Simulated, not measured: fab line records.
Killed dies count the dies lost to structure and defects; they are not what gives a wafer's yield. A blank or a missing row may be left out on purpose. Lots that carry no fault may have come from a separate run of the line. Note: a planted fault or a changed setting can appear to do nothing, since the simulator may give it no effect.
fab line records :: flow sky130
[record]
  lots = 14
  wafers = 42
  last-day = 50
route steps=708 shown VT_ADJUST_PCH@152
lots with no fault: from the same line, run without faults
start-h: hours from the record's opening day to when the first of the lot's shown wafers began :: wait-h: how many hours have passed since the lot's step before this one :: " identical to the entry in the row above :: L1.1+2: a single row standing in for several wafers :: - no value present, or no start provided :: * or withheld: withheld :: < > ~ a bound
route shown NAME@n: NAME is a module with steps in the file, n the number in the route of the first one :: usual: mean and standard deviation over wafers with no fault :: same: alike in all rows :: chamber/n: place in a boat :: sites: readings site by site :: _std_site: standard deviation of those values :: _edge_site: inner sites' mean taken away from outer sites' mean :: radius-mm: for every site, how far away it sits from the centre of the wafer :: mask NAME#n: copy n :: behind: the last tool/chamber to shape the wafer :: hold: why the lot went on hold/how many hours it stayed there/how the hold came to an end :: device: names the non-switching transistor (n, p or np) :: end of line: tests run on the same wafers once the route is complete :: a step with no rows: only its recipe :: killed: dies that structure and defects cost at the first sort, which is not the same as the wafer's yield :: map: a wafer's dies, marking killed ones x, the rest . and places with no die _
set.NAME: the setting the step ran with; set.NAME@STEP: the setting that earlier step ran with :: model.NAME: the simulator's own value behind a step, which no gauge read
the route's steps for a sample of lots (tables are steps, rows are wafers)
services: when a tool's chamber went out of use (start-h, in hours from the record's first day, below 0 if earlier), for how many hours, and the reason
[[steps]]
[step SKY_VT_ADJUST_PCH_STRIP_09]
[recipe]
  chemistry = O2/N2
  power-w = 1400
  pressure-mtorr = 1500
  platen-temp-c = withheld
  o2-flow-sccm = 3000
  n2-flow-sccm = 300
  overash-fraction = 0.5
[usual]
  drypump-motor-current-A = 6.03/0.29
  oes-product-au = 0.723/0.0047
  strip-time-to-endpoint-s = 36.84/0.12
lot.wafer: L682.2
tool: plasma-asher-02
chamber: 1
start-h: 222.92
wait-h: 0.1
drypump-motor-current-A: 5.68
oes-product-au: 0.721
rf-hours-counter-h: 10
strip-time-to-endpoint-s: 37.00

lot.wafer: L682.3
tool: plasma-asher-02
chamber: 0
start-h: 222.92
wait-h: 0.1
drypump-motor-current-A: 5.59
oes-product-au: 0.723
rf-hours-counter-h: -
strip-time-to-endpoint-s: 36.98

lot.wafer: L682.4
tool: plasma-asher-02
chamber: 1
start-h: 222.92
wait-h: 0.1
drypump-motor-current-A: 5.69
oes-product-au: 0.720
rf-hours-counter-h: -
strip-time-to-endpoint-s: 36.98

lot.wafer: L683.2
tool: plasma-asher-04
chamber: 0
start-h: 233.86
wait-h: 0.1
drypump-motor-current-A: 6.24
oes-product-au: 0.722
rf-hours-counter-h: 58
strip-time-to-endpoint-s: 36.93

lot.wafer: L683.3
tool: plasma-asher-04
chamber: 0
start-h: 233.86
wait-h: 0.1
drypump-motor-current-A: 6.23
oes-product-au: 0.727
rf-hours-counter-h: -
strip-time-to-endpoint-s: 36.87

lot.wafer: L683.5
tool: plasma-asher-04
chamber: 1
start-h: 233.86
wait-h: 0.1
drypump-motor-current-A: 5.98
oes-product-au: 0.717
rf-hours-counter-h: -
strip-time-to-endpoint-s: 36.85

lot.wafer: L685.2
tool: plasma-asher-03
chamber: 1
start-h: 247.58
wait-h: 0.1
drypump-motor-current-A: 6.00
oes-product-au: 0.723
rf-hours-counter-h: 41
strip-time-to-endpoint-s: 37.06

lot.wafer: L685.4
tool: plasma-asher-03
chamber: 1
start-h: 247.58
wait-h: 0.1
drypump-motor-current-A: 6.03
oes-product-au: 0.729
rf-hours-counter-h: -
strip-time-to-endpoint-s: 36.96

lot.wafer: L685.6
tool: plasma-asher-03
chamber: 1
start-h: 247.58
wait-h: 0.1
drypump-motor-current-A: 5.99
oes-product-au: 0.725
rf-hours-counter-h: -
strip-time-to-endpoint-s: 36.92

lot.wafer: L686.1
tool: plasma-asher-02
chamber: 1
start-h: 256.66
wait-h: 0.1
drypump-motor-current-A: 5.71
oes-product-au: 0.723
rf-hours-counter-h: 13
strip-time-to-endpoint-s: 36.89

lot.wafer: L686.5
tool: plasma-asher-02
chamber: 0
start-h: 256.66
wait-h: 0.1
drypump-motor-current-A: 5.58
oes-product-au: 0.727
rf-hours-counter-h: -
strip-time-to-endpoint-s: 36.80

lot.wafer: L686.6
tool: plasma-asher-02
chamber: 1
start-h: 256.66
wait-h: 0.1
drypump-motor-current-A: 5.69
oes-product-au: 0.724
rf-hours-counter-h: -
strip-time-to-endpoint-s: 36.81

lot.wafer: L688.3
tool: plasma-asher-03
chamber: 1
start-h: 273.21
wait-h: 0.1
drypump-motor-current-A: 6.00
oes-product-au: 0.726
rf-hours-counter-h: -
strip-time-to-endpoint-s: 36.94

lot.wafer: L688.4
tool: plasma-asher-03
chamber: 0
start-h: 273.21
wait-h: 0.1
drypump-motor-current-A: 6.43
oes-product-au: 0.724
rf-hours-counter-h: -
strip-time-to-endpoint-s: 36.84

lot.wafer: L688.5
tool: plasma-asher-03
chamber: 0
start-h: 273.21
wait-h: 0.1
drypump-motor-current-A: 6.41
oes-product-au: 0.723
rf-hours-counter-h: -
strip-time-to-endpoint-s: 36.81

lot.wafer: L696.4
tool: plasma-asher-04
chamber: 0
start-h: 336.15
wait-h: 0.1
drypump-motor-current-A: 6.22
oes-product-au: 0.704
rf-hours-counter-h: -
strip-time-to-endpoint-s: 37.82

lot.wafer: L696.5
tool: plasma-asher-04
chamber: 1
start-h: 336.15
wait-h: 0.1
drypump-motor-current-A: 5.97
oes-product-au: 0.720
rf-hours-counter-h: -
strip-time-to-endpoint-s: 36.62

lot.wafer: L696.6
tool: plasma-asher-04
chamber: 0
start-h: 336.15
wait-h: 0.1
drypump-motor-current-A: 6.23
oes-product-au: 0.716
rf-hours-counter-h: -
strip-time-to-endpoint-s: 37.89

lot.wafer: L697.2
tool: plasma-asher-04
chamber: 0
start-h: 346.92
wait-h: 0.1
drypump-motor-current-A: 6.22
oes-product-au: 0.702
rf-hours-counter-h: 69
strip-time-to-endpoint-s: 38.25

lot.wafer: L697.4
tool: plasma-asher-04
chamber: 0
start-h: 346.92
wait-h: 0.1
drypump-motor-current-A: 6.27
oes-product-au: 0.711
rf-hours-counter-h: -
strip-time-to-endpoint-s: 38.29

lot.wafer: L697.6
tool: plasma-asher-04
chamber: 1
start-h: 346.92
wait-h: 0.1
drypump-motor-current-A: 5.95
oes-product-au: 0.735
rf-hours-counter-h: -
strip-time-to-endpoint-s: 37.06

lot.wafer: L698.1
tool: plasma-asher-03
chamber: 0
start-h: 353.52
wait-h: 0.1
drypump-motor-current-A: 6.44
oes-product-au: 0.720
rf-hours-counter-h: 51
strip-time-to-endpoint-s: 36.56

lot.wafer: L698.5
tool: plasma-asher-03
chamber: 1
start-h: 353.52
wait-h: 0.1
drypump-motor-current-A: 6.01
oes-product-au: 0.718
rf-hours-counter-h: -
strip-time-to-endpoint-s: 36.78

lot.wafer: L698.6
tool: plasma-asher-03
chamber: 0
start-h: 353.52
wait-h: 0.1
drypump-motor-current-A: 6.44
oes-product-au: 0.723
rf-hours-counter-h: -
strip-time-to-endpoint-s: 36.72

lot.wafer: L699.2
tool: plasma-asher-03
chamber: 1
start-h: 358.08
wait-h: 0.1
drypump-motor-current-A: 6.02
oes-product-au: 0.729
rf-hours-counter-h: 52
strip-time-to-endpoint-s: 36.86

lot.wafer: L699.5
tool: plasma-asher-03
chamber: 0
start-h: 358.08
wait-h: 0.1
drypump-motor-current-A: 6.43
oes-product-au: 0.726
rf-hours-counter-h: -
strip-time-to-endpoint-s: 36.85

lot.wafer: L699.6
tool: plasma-asher-03
chamber: 1
start-h: 358.08
wait-h: 0.1
drypump-motor-current-A: 6.00
oes-product-au: 0.726
rf-hours-counter-h: -
strip-time-to-endpoint-s: 36.79

lot.wafer: L700.4
tool: plasma-asher-03
chamber: 0
start-h: 367.05
wait-h: 0.1
drypump-motor-current-A: 6.39
oes-product-au: 0.720
rf-hours-counter-h: -
strip-time-to-endpoint-s: 36.91

lot.wafer: L700.5
tool: plasma-asher-03
chamber: 0
start-h: 367.05
wait-h: 0.1
drypump-motor-current-A: 6.44
oes-product-au: 0.722
rf-hours-counter-h: -
strip-time-to-endpoint-s: 36.95

lot.wafer: L700.6
tool: plasma-asher-03
chamber: 1
start-h: 367.05
wait-h: 0.1
drypump-motor-current-A: 6.03
oes-product-au: 0.718
rf-hours-counter-h: -
strip-time-to-endpoint-s: 36.80

lot.wafer: L701.1
tool: plasma-asher-03
chamber: 1
start-h: 384.07
wait-h: 0.1
drypump-motor-current-A: 6.03
oes-product-au: 0.720
rf-hours-counter-h: 55
strip-time-to-endpoint-s: 36.80

lot.wafer: L701.2
tool: plasma-asher-03
chamber: 0
start-h: 384.07
wait-h: 0.1
drypump-motor-current-A: 6.44
oes-product-au: 0.724
rf-hours-counter-h: 55
strip-time-to-endpoint-s: 36.92

lot.wafer: L701.5
tool: plasma-asher-03
chamber: 0
start-h: 384.07
wait-h: 0.1
drypump-motor-current-A: 6.42
oes-product-au: 0.721
rf-hours-counter-h: -
strip-time-to-endpoint-s: 36.86

lot.wafer: L702.4
tool: plasma-asher-03
chamber: 1
start-h: 390.30
wait-h: 0.1
drypump-motor-current-A: 6.02
oes-product-au: 0.727
rf-hours-counter-h: -
strip-time-to-endpoint-s: 36.80

lot.wafer: L702.5
tool: plasma-asher-03
chamber: 1
start-h: 390.30
wait-h: 0.1
drypump-motor-current-A: 6.02
oes-product-au: 0.723
rf-hours-counter-h: -
strip-time-to-endpoint-s: 36.81

lot.wafer: L702.6
tool: plasma-asher-03
chamber: 0
start-h: 390.30
wait-h: 0.1
drypump-motor-current-A: 6.43
oes-product-au: 0.714
rf-hours-counter-h: -
strip-time-to-endpoint-s: 36.77

lot.wafer: L703.1
tool: plasma-asher-02
chamber: 0
start-h: 393.91
wait-h: 0.1
drypump-motor-current-A: 5.60
oes-product-au: 0.728
rf-hours-counter-h: 28
strip-time-to-endpoint-s: 36.79

lot.wafer: L703.4
tool: plasma-asher-02
chamber: 1
start-h: 393.91
wait-h: 0.1
drypump-motor-current-A: 5.76
oes-product-au: 0.724
rf-hours-counter-h: -
strip-time-to-endpoint-s: 36.79

lot.wafer: L703.5
tool: plasma-asher-02
chamber: 1
start-h: 393.91
wait-h: 0.1
drypump-motor-current-A: 5.73
oes-product-au: 0.723
rf-hours-counter-h: -
strip-time-to-endpoint-s: 36.76

lot.wafer: L704.2
tool: plasma-asher-03
chamber: 1
start-h: 400.43
wait-h: 0.1
drypump-motor-current-A: 6.00
oes-product-au: 0.728
rf-hours-counter-h: 57
strip-time-to-endpoint-s: 36.82

lot.wafer: L704.3
tool: plasma-asher-03
chamber: 0
start-h: 400.43
wait-h: 0.1
drypump-motor-current-A: 6.38
oes-product-au: 0.729
rf-hours-counter-h: -
strip-time-to-endpoint-s: 36.78

lot.wafer: L704.4
tool: plasma-asher-03
chamber: 1
start-h: 400.43
wait-h: 0.1
drypump-motor-current-A: 6.02
oes-product-au: 0.724
rf-hours-counter-h: -
strip-time-to-endpoint-s: 36.88
[[services]]
tool: plasma-asher-04
chamber: -
start-h: 204.84
hours: 1.8
kind: repair

tool: plasma-asher-03
chamber: -
start-h: 319.79
hours: 3.2
kind: repair

tool: plasma-asher-02
chamber: -
start-h: 385.00
hours: 1.2
kind: repair
[[key]]
[first-sign]
  step = SKY_VT_ADJUST_PCH_STRIP_09
  reading = strip-time-to-endpoint-s
  direction = up
  sigmas = 10
  usual = *
  struck = *
[effect]
  step = SKY_VT_ADJUST_PCH_STRIP_09
  reading = oes-product-au
  direction = down
  sigmas = 3.1
  usual = 0.723
  struck = 0.708
met-at SKY_VT_ADJUST_PCH_STRIP_09
struck-lots L696,L697
struck-wafers L696.4,L696.6,L697.2,L697.4
tester-left-out L696,L697
onset-between 233.86 336.15
[fault]
  kind = process-parameter-drift
  tool = plasma-asher-04
  chamber = 0
  onset-h = 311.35
  steps = SKY_VT_ADJUST_PCH_STRIP_09
  channel = power-w
  offset = *
  shape = step
  end-h = 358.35
  acts-in = *
  stated = *
// tester-left-out: of these lots the tester's yield and bins aren't shown, on N5 and GAA mostly nor the transistor test; their killed dies are dies lost to structure and defects alone, not to doping, threshold or leakage, so they don't give the yield
